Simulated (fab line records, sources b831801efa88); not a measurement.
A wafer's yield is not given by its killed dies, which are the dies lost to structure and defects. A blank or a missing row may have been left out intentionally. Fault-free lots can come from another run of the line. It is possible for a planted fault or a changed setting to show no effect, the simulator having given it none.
fab line records	flow sky130
record lots=6	wafers=18	lastDay=50
route steps=708 shown METAL5@675 PASSIVATION@681 PAD_OPEN@694
lots untouched by any fault: they come from a run of this same line in which no faults occurred
startH: the number of hours between the record's first day and the start of the first shown wafer of the lot	waitH: hours elapsed since this lot's preceding step	" unchanged from the row above	L1.1+2: several wafers, shown together as one row	- no value, or no start was given	* or withheld: withheld	< > ~ a bound
route shown NAME@n: names a module that has steps shown in the file, with the first one's number in the route	usual: mean/standard deviation of fault-free wafers	same: alike in all rows	chamber/n: place in a boat	sites: each site's reading	_std_site: standard deviation across them	_edge_site: inner sites' mean taken away from outer sites' mean	radiusMm: for every site, how far away it sits from the centre of the wafer	mask NAME#n: copy n	behind: the tool/chamber that last shaped the wafer	hold: cause of the lot's hold/its duration in hours/its outcome	device: transistor that didn't switch, given as n, p or np	end of line: the same wafers' tests at the end of the route	step lacking rows: just its recipe	killed: count of dies lost to structure and defects at first sort (not the wafer's yield)	map: per-die view of a wafer (x killed, . not killed, _ where there is no die)
set.NAME: the run value of the setting; set.NAME@STEP: its run value at that earlier step	model.NAME: the simulator's own value behind a step, which no gauge read
lots seen at some steps along the route; tables by step, rows by wafer
services: when a tool's chamber went out of use (startH, in hours from the record's first day, below 0 if earlier), for how many hours, and the reason
## steps
# step SKY_METAL5_DESCUM_14
# recipe chemistry=O2	sourcePowerW=150	biasPowerW=0	pressureMtorr=10	tempC=40	timeS=11
# usual drypumpMotorCurrentA=5.58/0.22	oesProductAu=1.003/0.0067	tempC=40.01/0.12
# same timeS=11
lot.wafer	tool	chamber	startH	waitH	drypumpMotorCurrentA	oesProductAu	rfHoursCounterH	tempC
L671.2	rieMetal-04	1	1075.71	0.1	5.90	1.004	17	40.07
L671.3	"	0	"	"	5.37	1.000	-	40.20
L671.6	"	0	"	"	5.36	0.993	-	40.27
L673.1	rieMetal-04	1	1084.86	0.1	5.91	1.009	18	39.93
L673.2	"	0	"	"	5.45	0.997	16	40.14
L673.6	"	0	"	"	5.39	0.995	-	40.06
L682.1	rieMetal-01	0	1139.31	0.1	5.40	0.998	1	39.79
L682.3	"	1	"	"	5.87	0.997	-	39.95
L682.5	"	1	"	"	5.87	0.995	-	40.07
L684.2	rieMetal-01	0	1147.71	0.1	5.39	1.005	1	40.13
L684.4	"	0	"	"	5.37	1.002	-	40.17
L684.5	"	1	"	"	5.86	1.004	-	40.11
L685.1	rieMetal-04	0	1149.61	0.1	5.39	1.000	22	39.97
L685.4	"	1	"	"	5.90	1.007	-	40.00
L685.6	"	0	"	"	5.37	0.991	-	39.89
L688.2	rieMetal-02	0	1175.91	0.1	5.46	1.011	21	39.84
L688.3	"	1	"	"	5.45	1.001	-	40.22
L688.5	"	0	"	"	5.46	1.015	-	40.10
# step SKY_METAL5_METAL_ETCH_15
# recipe targetDepthA=12600	stopOn=SiO2	overEtchFrac=0.2	timeS=252	chemistry=Cl2/BCl3	resistSidewallDeg=86	pressureMtorr=10	icpW=900	biasW=48.5	Cl2_flow_sccm=60	bcl3FlowSccm=30
# usual drypumpMotorCurrentA=5.58/0.22	oesProductAu=0.894/0.0051	throttleValvePct=22.264/0.0081
# same timeS=252
lot.wafer	tool	chamber	startH	waitH	drypumpMotorCurrentA	oesProductAu	rfHoursCounterH	throttleValvePct
L671.2	rieMetal-04	1	1075.75	0.0	5.95	0.892	17	22.265
L671.3	"	0	"	"	5.41	0.890	-	22.277
L671.6	"	0	"	"	5.38	0.891	-	22.267
L673.1	rieMetal-04	1	1084.90	0.0	5.92	0.901	18	22.272
L673.2	"	0	"	"	5.36	0.902	16	22.261
L673.6	"	0	"	"	5.42	0.895	-	22.280
L682.1	rieMetal-01	0	1139.34	0.0	5.38	0.884	1	22.260
L682.3	"	1	"	"	5.88	0.896	-	22.265
L682.5	"	1	"	"	5.88	0.888	-	22.271
L684.2	rieMetal-01	0	1147.75	0.0	5.37	0.884	1	22.270
L684.4	"	0	"	"	5.36	0.891	-	22.273
L684.5	"	1	"	"	5.86	0.894	-	22.267
L685.1	rieMetal-04	0	1149.65	0.0	5.42	0.895	22	22.250
L685.4	"	1	"	"	5.95	0.903	-	22.265
L685.6	"	0	"	"	5.42	0.896	-	22.272
L688.2	rieMetal-02	0	1175.94	0.0	5.45	0.902	21	22.256
L688.3	"	1	"	"	5.47	0.892	-	22.269
L688.5	"	0	"	"	5.46	0.895	-	22.269
# step SKY_METAL5_STRIP_16
# recipe chemistry=O2/N2	powerW=1400	pressureMtorr=1500	platenTempC=withheld	o2FlowSccm=3000	n2FlowSccm=300	overashFraction=0.5
# usual drypumpMotorCurrentA=5.4/0.4	oesProductAu=0.710/0.005	stripTimeToEndpointS=13.04/0.099
lot.wafer	tool	chamber	startH	waitH	drypumpMotorCurrentA	oesProductAu	rfHoursCounterH	stripTimeToEndpointS
L671.2	plasmaAsher-02	1	1075.98	0.2	5.0	0.717	35	13.02
L671.3	"	1	"	"	5.0	0.712	-	13.13
L671.6	"	0	"	"	5.9	0.713	-	13.14
L673.1	plasmaAsher-03	1	1085.13	0.2	5.7	0.707	62	13.16
L673.2	"	0	"	"	4.9	0.704	62	13.07
L673.6	"	0	"	"	4.9	0.708	-	13.08
L682.1	plasmaAsher-01	1	1139.58	0.2	5.6	0.709	100	12.92
L682.3	"	0	"	"	5.7	0.709	-	13.04
L682.5	"	0	"	"	5.7	0.710	-	13.07
L684.2	plasmaAsher-01	1	1147.98	0.2	5.6	0.714	101	13.22
L684.4	"	1	"	"	5.6	0.702	-	13.18
L684.5	"	1	"	"	5.6	0.711	-	13.13
L685.1	plasmaAsher-01	0	1149.88	0.2	5.7	0.715	101	13.04
L685.4	"	1	"	"	5.6	0.709	-	12.98
L685.6	"	0	"	"	5.7	0.710	-	13.08
L688.2	plasmaAsher-03	1	1176.18	0.2	5.7	0.707	71	13.05
L688.3	"	0	"	"	4.9	0.709	-	13.17
L688.5	"	1	"	"	5.7	0.710	-	13.02
# step SKY_METAL5_STRIP_17
# recipe chemistry=postEtchResidueRemover	timeS=1200	tempC=72.5
# step SKY_METAL5_CLEAN_18
# recipe chemistry=IPA	timeS=180	tempC=25
# step SKY_METAL5_CLEAN_19
# recipe chemistry=O3/DIW	dry=n2Spin
# step SKY_PASSIVATION_CVD_00
# recipe material=SiO2	targetThkNm=90	tempC=400	timeS=withheld	rfW=600
# usual heaterPowerW=706/88
lot.wafer	tool	chamber	startH	waitH	heaterPowerW
L671.2	pecvd-02	1	1077.09	0.0	638
L671.3	"	2	"	"	536
L671.6	"	1	"	"	673
L673.1	pecvd-03	0	1085.79	0.0	718
L673.2	"	2	"	"	708
L673.6	"	1	"	"	767
L682.1	pecvd-04	0	1140.17	0.0	701
L682.3	"	2	"	"	710
L682.5	"	0	"	"	698
L684.2	pecvd-04	1	1148.62	0.0	700
L684.4	"	0	"	"	643
L684.5	"	2	"	"	686
L685.1	pecvd-03	2	1150.52	0.0	719
L685.4	"	0	"	"	743
L685.6	"	1	"	"	909
L688.2	pecvd-03	2	1176.86	0.0	783
L688.3	"	0	"	"	709
L688.5	"	2	"	"	772
# step SKY_PASSIVATION_THK_MEAS_01
# recipe reads=SiO2_of_PASSIVATION_CVD_00
# usual PASSIVATION_CVD_00_THK=89.9/1.1
lot.wafer	tool	chamber	startH	waitH	PASSIVATION_CVD_00_THK[nm]
L671.2	filmMetro-01	-	1077.12	-	90.2
L671.3	"	-	"	"	90.0
L671.6	"	-	"	"	91.1
L673.1	filmMetro-02	-	1085.82	-	90.5
L673.2	"	-	"	"	88.9
L673.6	"	-	"	"	90.5
L682.1	filmMetro-01	-	1140.19	-	90.0
L682.3	"	-	"	"	89.6
L682.5	"	-	"	"	90.6
L684.2	filmMetro-01	-	1148.65	-	88.6
L684.4	"	-	"	"	89.6
L684.5	"	-	"	"	90.6
L685.1	filmMetro-03	-	1150.54	-	89.5
L685.4	"	-	"	"	92.2
L685.6	"	-	"	"	90.7
L688.2	filmMetro-03	-	1176.89	-	89.1
L688.3	"	-	"	"	89.5
L688.5	"	-	"	"	90.9
# step SKY_PASSIVATION_CVD_02
# recipe material=Si3N4	targetThkNm=540	tempC=400	timeS=withheld	rfW=450
# usual heaterPowerW=747/96
lot.wafer	tool	chamber	startH	waitH	heaterPowerW
L671.2	pecvd-04	2	1077.17	0.0	711
L671.3	"	1	"	"	655
L671.6	"	0	"	"	625
L673.1	pecvd-02	2	1085.88	0.1	652
L673.2	"	0	"	"	732
L673.6	"	0	"	"	776
L682.1	pecvd-03	1	1140.25	0.1	914
L682.3	"	0	"	"	646
L682.5	"	2	"	"	708
L684.2	pecvd-03	2	1148.70	0.0	806
L684.4	"	2	"	"	840
L684.5	"	0	"	"	771
L685.1	pecvd-02	0	1150.60	0.1	738
L685.4	"	0	"	"	754
L685.6	"	0	"	"	784
L688.2	pecvd-02	0	1176.94	0.0	763
L688.3	"	2	"	"	586
L688.5	"	2	"	"	629
# step SKY_PASSIVATION_THK_MEAS_03
# recipe reads=Si3N4_of_PASSIVATION_CVD_02
# usual PASSIVATION_CVD_02_THK=541/6
lot.wafer	tool	chamber	startH	waitH	PASSIVATION_CVD_02_THK[nm]
L671.2	filmMetro-02	-	1077.40	-	538
L671.3	"	-	"	"	544
L671.6	"	-	"	"	543
L673.1	filmMetro-02	-	1086.21	-	538
L673.2	"	-	"	"	530
L673.6	"	-	"	"	545
L682.1	filmMetro-01	-	1140.47	-	541
L682.3	"	-	"	"	534
L682.5	"	-	"	"	545
L684.2	filmMetro-01	-	1148.94	-	536
L684.4	"	-	"	"	551
L684.5	"	-	"	"	542
L685.1	filmMetro-01	-	1150.94	-	528
L685.4	"	-	"	"	536
L685.6	"	-	"	"	543
L688.2	filmMetro-03	-	1177.18	-	537
L688.3	"	-	"	"	537
L688.5	"	-	"	"	545
# step SKY_PASSIVATION_DEHYDRATE_04
# recipe tempC=200	timeS=60
# step SKY_PASSIVATION_HMDS_05
# recipe primeTimeS=60	primeTempC=120
# step SKY_PASSIVATION_COAT_06
# recipe spinRpm=2000	resistThkNm=3000
# usual spinSpeedRpm=1999.8/1.1
lot.wafer	tool	chamber	startH	waitH	spinSpeedRpm	model.coat_of_PASSIVATION_COAT_06.thkNm
L671.2	lithoTrack-02	0	1088.26	0.1	1998.3	3006
L671.3	"	0	"	"	1998.0	3005
L671.6	"	0	"	"	1998.5	3005
L673.1	lithoTrack-01	0	1095.61	0.1	2000.1	3014
L673.2	"	0	"	"	1998.5	3017
L673.6	"	0	"	"	1999.2	3019
L682.1	lithoTrack-02	0	1149.73	0.1	1998.5	2995
L682.3	"	0	"	"	2000.1	3002
L682.5	"	0	"	"	1999.7	2998
L684.2	lithoTrack-01	0	1157.14	0.1	2125.6	2917
L684.4	"	0	"	"	2126.4	2909
L684.5	"	0	"	"	2127.6	2914
L685.1	lithoTrack-01	0	1159.01	0.1	2127.3	2911
L685.4	"	0	"	"	2128.1	2908
L685.6	"	0	"	"	2126.5	2906
L688.2	lithoTrack-03	0	1184.63	0.1	1999.7	2996
L688.3	"	0	"	"	1997.7	2988
L688.5	"	0	"	"	1999.7	2989
# step SKY_PASSIVATION_SOFTBAKE_07
# recipe tempC=110	timeS=withheld
# step SKY_PASSIVATION_EXPOSE_08
# recipe maskId=NSM	targetCdNm=3000	na=0.57	doseMj=260
# step SKY_PASSIVATION_PEB_09
# recipe tempC=115	timeS=withheld
# step SKY_PASSIVATION_DEVELOP_10
# recipe developTimeS=60	devTempC=23
# step SKY_PASSIVATION_ETCH_11
# recipe chemistry=CF4/O2	targetDepthNm=725	stopOn=AlCu	sourceW=800	biasW=150	pressureMtorr=150	cf4FlowSccm=80	O2_flow_sccm=10	timeS=161.1
# usual drypumpMotorCurrentA=5.8/0.33	oesProductAu=0.978/0.0063	throttleValvePct=5.964/0.0087
# same timeS=161.1
lot.wafer	tool	chamber	startH	waitH	drypumpMotorCurrentA	oesProductAu	rfHoursCounterH	throttleValvePct	model.coat_of_PASSIVATION_COAT_06.thkNm
L671.2	rieDiel-01	0	1097.98	-	5.6	0.976	17	5.954	2523
L671.3	"	1	"	"	5.4	0.980	7	5.966	2524
L671.6	"	2	"	"	5.5	0.976	-	5.975	2530
L673.1	rieDiel-03	0	1106.73	-	6.1	0.974	6	5.971	2532
L673.2	"	2	"	"	6.0	0.971	8	5.968	2532
L673.6	"	0	"	"	6.1	0.981	-	5.963	2541
L682.1	rieDiel-01	1	1158.41	-	5.4	0.990	10	5.968	2507
L682.3	"	3	"	"	6.0	0.974	16	5.956	2514
L682.5	"	1	"	"	5.4	0.985	-	5.974	2512
L684.2	rieDiel-01	0	1165.61	-	5.6	0.970	20	5.951	2429
L684.4	"	3	"	"	6.0	0.973	16	5.952	2426
L684.5	"	3	"	"	6.0	0.975	-	5.972	2434
L685.1	rieDiel-01	0	1168.66	-	5.5	0.970	20	5.962	2427
L685.4	"	1	"	"	5.4	0.973	10	5.959	2428
L685.6	"	2	"	"	5.5	0.978	-	5.956	2430
L688.2	rieDiel-04	0	1193.26	-	5.9	0.978	1	5.970	2513
L688.3	"	2	"	"	6.1	0.979	18	5.958	2509
L688.5	"	3	"	"	5.6	0.979	-	5.958	2506
# step SKY_PASSIVATION_STRIP_12
# recipe chemistry=O2/N2	powerW=1400	pressureMtorr=1500	platenTempC=withheld	overashFraction=0.7	o2FlowSccm=3000	n2FlowSccm=300
# usual drypumpMotorCurrentA=5.5/0.53	oesProductAu=0.660/0.0048	stripTimeToEndpointS=31.57/0.12
lot.wafer	tool	chamber	startH	waitH	drypumpMotorCurrentA	oesProductAu	rfHoursCounterH	stripTimeToEndpointS
L671.2	plasmaAsher-04	1	1098.09	0.1	4.8	0.664	4	31.60
L671.3	"	1	"	"	4.8	0.664	-	31.62
L671.6	"	0	"	"	6.2	0.663	-	31.69
L673.1	plasmaAsher-04	0	1106.84	0.1	6.2	0.658	5	31.71
L673.2	"	1	"	"	4.8	0.661	5	31.70
L673.6	"	1	"	"	4.8	0.664	-	31.80
L682.1	plasmaAsher-03	0	1158.52	0.1	4.9	0.651	70	31.40
L682.3	"	1	"	"	5.7	0.654	-	31.51
L682.5	"	0	"	"	4.9	0.655	-	31.49
L684.2	plasmaAsher-01	1	1165.72	0.1	5.6	0.662	103	30.53
L684.4	"	0	"	"	5.7	0.654	-	30.48
L684.5	"	1	"	"	5.6	0.657	-	30.58
L685.1	plasmaAsher-03	0	1168.77	0.1	4.9	0.659	71	30.51
L685.4	"	0	"	"	4.9	0.658	-	30.50
L685.6	"	1	"	"	5.6	0.651	-	30.52
L688.2	plasmaAsher-04	1	1193.37	0.1	4.8	0.656	13	31.48
L688.3	"	1	"	"	4.8	0.659	-	31.42
L688.5	"	0	"	"	6.2	0.656	-	31.40
# step SKY_PAD_OPEN_DEHYDRATE_00
# recipe tempC=200	timeS=60
# step SKY_PAD_OPEN_PROBE_99
# usual defectLimitedYield=82.8/2	killed_at_M0_to_M3=43/7.2	killed_at_M4_up=3.0/2	killedAtContacts=24/5.5	killedAtFrontEnd=15/4.2	killedAtOther=0.3/0.51	killedDies=85/10	killedOpen=46/7.3	killedShort=38/6.4	sort_bin_3_pad_short=0.9/0.42	sort_bin_5_function=10.3/1.5	sort_bin_6_memory=6.0/1.2	sortNPass=407/10	sortYieldPct=82.8/2
# same grossDies=492	killedAtBackSide=0	sort_bin_4_leakage[%]=0	sort_bin_8_speed[%]=0
lot.wafer	tool	chamber	startH	waitH	defectLimitedYield[%]	killed_at_M0_to_M3	killed_at_M4_up	killedAtContacts	killedAtFrontEnd	killedAtOther	killedDies	killedOpen	killedShort	sort_bin_3_pad_short[%]	sort_bin_5_function[%]	sort_bin_6_memory[%]	sortNPass	sortYieldPct[%]
L684.2	prober-02	-	1184.77	0.1	85.0	43	2	16	13	0	74	37	37	0.4	10.4	4.3	418	85.0
L684.4	prober-02	-	1184.87	0.2	80.9	50	2	30	12	0	94	49	45	1.2	10.6	7.3	398	80.9
L684.5	prober-02	-	1184.92	0.2	84.1	37	7	22	12	0	78	38	40	0.8	8.5	6.5	414	84.1
# killed by level:class
L684.2 VIA1:geometricParticle:open=10 VIA3:geometricParticle:open=8 LOCAL_INTERCONNECT:geometricParticle:short=5 METAL2:geometricParticle:short=5 FIELD_ISO:geometricParticle:open=4 CONTACT:geometricParticle:short=4 CONTACT:geometricParticle:open=4 VIA1:geometricParticle:short=4
L684.4 VIA1:geometricParticle:open=12 CONTACT:geometricParticle:open=9 VIA1:geometricParticle:short=9 VIA3:geometricParticle:open=9 LI_CONTACT:geometricParticle:open=8 METAL2:geometricParticle:short=7 POLY_GATE:geometricParticle:short=5 POLY_GATE:geometricParticle:open=5
L684.5 VIA1:geometricParticle:open=10 CONTACT:geometricParticle:open=9 VIA2:geometricParticle:open=7 CONTACT:geometricParticle:short=7 METAL1:geometricParticle:short=7 METAL4:geometricParticle:short=5 VIA1:geometricParticle:short=4 POLY_GATE:geometricParticle:open=4
## services
tool	chamber	startH	hours	kind
plasmaAsher-04	-	1055.25	9.0	pm
plasmaAsher-04	0	1055.25	9.0	ventCycle
plasmaAsher-04	1	1055.25	9.0	ventCycle
rieMetal-01	0	1066.70	48.3	repair
plasmaAsher-03	-	1066.71	4.0	repair
pecvd-03	0	1067.46	2.1	scheduledDown
rieDiel-04	-	1071.11	28.1	pm
rieMetal-01	-	1075.17	28.1	pm
plasmaAsher-01	-	1076.75	28.1	pm
pecvd-02	-	1080.01	0.7	repair
rieMetal-01	0	1114.98	-	clean
rieMetal-01	0	1114.98	-	consumableReplace:focusRing
rieMetal-01	0	1114.98	19.3	scheduledDown
rieMetal-01	0	1114.98	19.3	ventCycle
rieDiel-04	-	1120.65	2.8	pm
rieMetal-01	1	1121.36	1.4	repair
plasmaAsher-04	-	1141.85	1.5	repair
rieDiel-04	2	1144.85	10.8	repair
pecvd-02	2	1148.31	5.5	scheduledDown
pecvd-04	1	1148.74	4.7	repair
rieDiel-04	-	1158.13	14.6	pm
rieDiel-04	3	1174.69	12.6	repair
rieDiel-04	2	1182.29	3.4	repair
pecvd-04	2	1182.93	3.0	repair
## key
firstSign step=SKY_PASSIVATION_COAT_06	reading=spinSpeedRpm	direction=up	sigmas=99+	usual=1999.8	struck=2126.9
effect step=SKY_PASSIVATION_STRIP_12	reading=stripTimeToEndpointS	direction=down	sigmas=8.6	usual=*	struck=*
modelEffect step=SKY_PASSIVATION_COAT_06	value=coat_of_PASSIVATION_COAT_06.thkNm	without=3002	struck=2911
modelEffect step=SKY_PASSIVATION_ETCH_11	value=coat_of_PASSIVATION_COAT_06.thkNm	without=2520	struck=2429
metAt SKY_PASSIVATION_COAT_06
struckWafers L684.2,L684.4,L684.5,L685.1,L685.4,L685.6
onsetBetween 1095.61 1157.14
fault kind=processParameterDrift	tool=lithoTrack-01	chamber=-	onsetH=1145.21	steps=SKY_PASSIVATION_COAT_06	channel=spinRpm	offset=126.6	shape=step	endH=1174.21	actsIn=theseRecipesOnly	stated=2000
